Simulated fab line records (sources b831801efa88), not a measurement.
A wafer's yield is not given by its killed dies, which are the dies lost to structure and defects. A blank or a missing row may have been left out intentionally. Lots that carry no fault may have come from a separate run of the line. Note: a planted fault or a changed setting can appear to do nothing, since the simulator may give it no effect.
Which tool is to blame?    flow gf180mcu    Sampling: 13 lots, 39 wafers, 4 of 602 route steps

## WHAT THE GAUGES SHOWED, per wafer
GF_STI_THK_MEAS_24. Usual: STI_CVD_23_THK typically reads 649 nm, with standard deviation 5.9.
lot   measured     on             STI_CVD_23_THK (nm)  flag
L434  day 2 03:29  film-metro-04  657 645 652          
L435  day 2 08:10  film-metro-02  641 647 648          
L437  day 2 20:13  film-metro-03  658 655 653          
L438  day 3 01:26  film-metro-04  657 649 658          
L439  day 3 08:37  film-metro-02  645 642 640          
L441  day 3 16:20  film-metro-03  653 651 646          
L443  day 4 01:45  film-metro-02  650 649 652          
L444  day 4 06:49  film-metro-03  658 647 660          
L445  day 4 12:29  film-metro-02  654 648 661          
L448  day 5 03:52  film-metro-03  650 654 654          
L453  day 6 05:07  film-metro-03  586 651 655          OFF
L455  day 6 16:07  film-metro-04  581 649 655          OFF
L456  day 6 20:41  film-metro-03  653 639 649          

GF_LVPWELL_TW_MEAS_11. Usual: LVPWELL_TW typically reads 557, with standard deviation 3.9.
lot   measured     on             LVPWELL_TW   flag
L434  day 3 20:05  film-metro-03  554 556 558  
L435  day 4 02:02  film-metro-01  560 561 560  
L437  day 4 17:09  film-metro-03  561 560 559  
L438  day 4 20:46  film-metro-04  551 557 555  
L439  day 5 04:48  film-metro-03  557 556 556  
L441  day 5 12:54  film-metro-01  558 559 562  
L443  day 6 00:01  film-metro-01  557 565 558  
L444  day 6 06:11  film-metro-04  546 551 550  
L445  day 6 16:07  film-metro-01  562 560 560  
L448  day 7 04:10  film-metro-01  555 557 555  
L453  day 8 07:56  film-metro-04  551 549 551  
L455  day 9 00:25  film-metro-01  560 558 562  
L456  day 9 01:44  film-metro-03  551 554 557  

## EACH LOT AND THE TOOL THAT RAN IT (in order: tool; ch and the chambers of the sampled wafers; start)
lot   GF_STI_CVD_23                    GF_DNWELL_STRIP_08
L434  hdpcvd-02 ch 0,1,2, day 2 03:25  plasma-asher-04 ch 0,1, day 2 17:29
L435  hdpcvd-02 ch 0,1,2, day 2 08:04  plasma-asher-04 ch 0,1, day 2 22:36
L437  hdpcvd-02 ch 0,1, day 2 20:09    plasma-asher-03 ch 0,1, day 3 12:56
L438  hdpcvd-01 ch 0,2, day 3 01:22    plasma-asher-03 ch 0,1, day 3 16:26
L439  hdpcvd-02 ch 0,1,2, day 3 08:32  plasma-asher-04 ch 0,1, day 4 00:58
L441  hdpcvd-01 ch 0,1,2, day 3 16:16  plasma-asher-03 ch 0,1, day 4 08:07
L443  hdpcvd-01 ch 1,2, day 4 01:40    plasma-asher-04 ch 0,1, day 4 18:46
L444  hdpcvd-02 ch 0,1,2, day 4 06:43  plasma-asher-04 ch 0,1, day 4 23:37
L445  hdpcvd-02 ch 0,1, day 4 12:24    plasma-asher-02 ch 0,1, day 5 08:13
L448  hdpcvd-02 ch 0,2, day 5 03:47    plasma-asher-02 ch 0,1, day 5 20:53
L453  hdpcvd-01 ch 0,1,2, day 6 05:02  plasma-asher-04 ch 0,1, day 6 22:46
L455  hdpcvd-01 ch 0,1,2, day 6 16:02  plasma-asher-04 ch 0,1, day 7 14:52
L456  hdpcvd-02 ch 0,1,2, day 6 20:37  plasma-asher-03 ch 0,1, day 7 15:46
- GF_STI_CVD_23: deposits SiO2, target thk 650 nm, time 108.3 s.
- GF_DNWELL_STRIP_08: strips in O2/N2.

## AS READ BY THE TOOLS THEMSELVES (means over the sampled wafers that have a number; for cases with no such wafer, the mark the record gives instead)
GF_DNWELL_STRIP_08. Usual: drypump-motor-current-A 5.6 A, standard deviation 0.7; heater-power-w 330 W, standard deviation 25; o2-flow-sccm 2999 sccm, standard deviation 9.7; oes-product-au 0.723 a.u., standard deviation 0.0042; strip-time-to-endpoint-s 36.99 s, standard deviation 0.093.
lot   tool             drypump-motor-current-A (A)  heater-power-w (W)  o2-flow-sccm (sccm)  oes-product-au (a.u.)  strip-time-to-endpoint-s (s)  flag
L434  plasma-asher-04  5.1                          319                 3004                 0.723                  36.98                         
L435  plasma-asher-04  5.4                          302                 3004                 0.724                  36.86                         
L437  plasma-asher-03  6.2                          352                 3002                 0.730                  36.93                         
L438  plasma-asher-03  5.9                          350                 3000                 0.719                  36.98                         
L439  plasma-asher-04  5.0                          318                 3007                 0.720                  37.13                         
L441  plasma-asher-03  5.9                          353                 3001                 0.726                  37.02                         
L443  plasma-asher-04  5.4                          301                 2997                 0.726                  36.92                         
L444  plasma-asher-04  5.4                          299                 2997                 0.724                  37.05                         
L445  plasma-asher-02  6.2                          342                 2992                 0.726                  37.05                         
L448  plasma-asher-02  6.2                          340                 3006                 0.724                  37.04                         
L453  plasma-asher-04  5.0                          319                 2994                 0.725                  36.75                         
L455  plasma-asher-04  5.0                          318                 3002                 0.719                  36.97                         
L456  plasma-asher-03  5.9                          344                 3014                 0.719                  37.02                         

## THE ANSWER, worked out from the rows above alone
Rule: a lot counts as off when the mean over its wafers that have a number is more than 3 standard deviations away from the usual mean. Also off: a lot with no number at a reading for which 4 or more lots have one. The other lots that the step has rows for count as sound. Order of review: gauges by route order, followed by the tools' own readings, for which a lot's mean as printed above is used. At the first step where some lot is off, the reading lying furthest off is the one used; lots without a number count as furthest.
Off: at GF_STI_THK_MEAS_24 (STI_CVD_23_THK), L453, L455.
A tool fits if, at a process step before that reading, it ran every lot that is off, and no sound lot after the first of them. Gauges at GF_STI_THK_MEAS_24: tried the same way as those tools. One fits: GF_STI_CVD_23 on hdpcvd-01. Its last sound lot is L443 (day 4 01:40), its first lot that is off L453 (day 6 05:02): a fault that began between those two fits.

## WHAT THE SIMULATOR HAD INSERTED
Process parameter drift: hdpcvd-01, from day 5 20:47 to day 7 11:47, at GF_STI_CVD_23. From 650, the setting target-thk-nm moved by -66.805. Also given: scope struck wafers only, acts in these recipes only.
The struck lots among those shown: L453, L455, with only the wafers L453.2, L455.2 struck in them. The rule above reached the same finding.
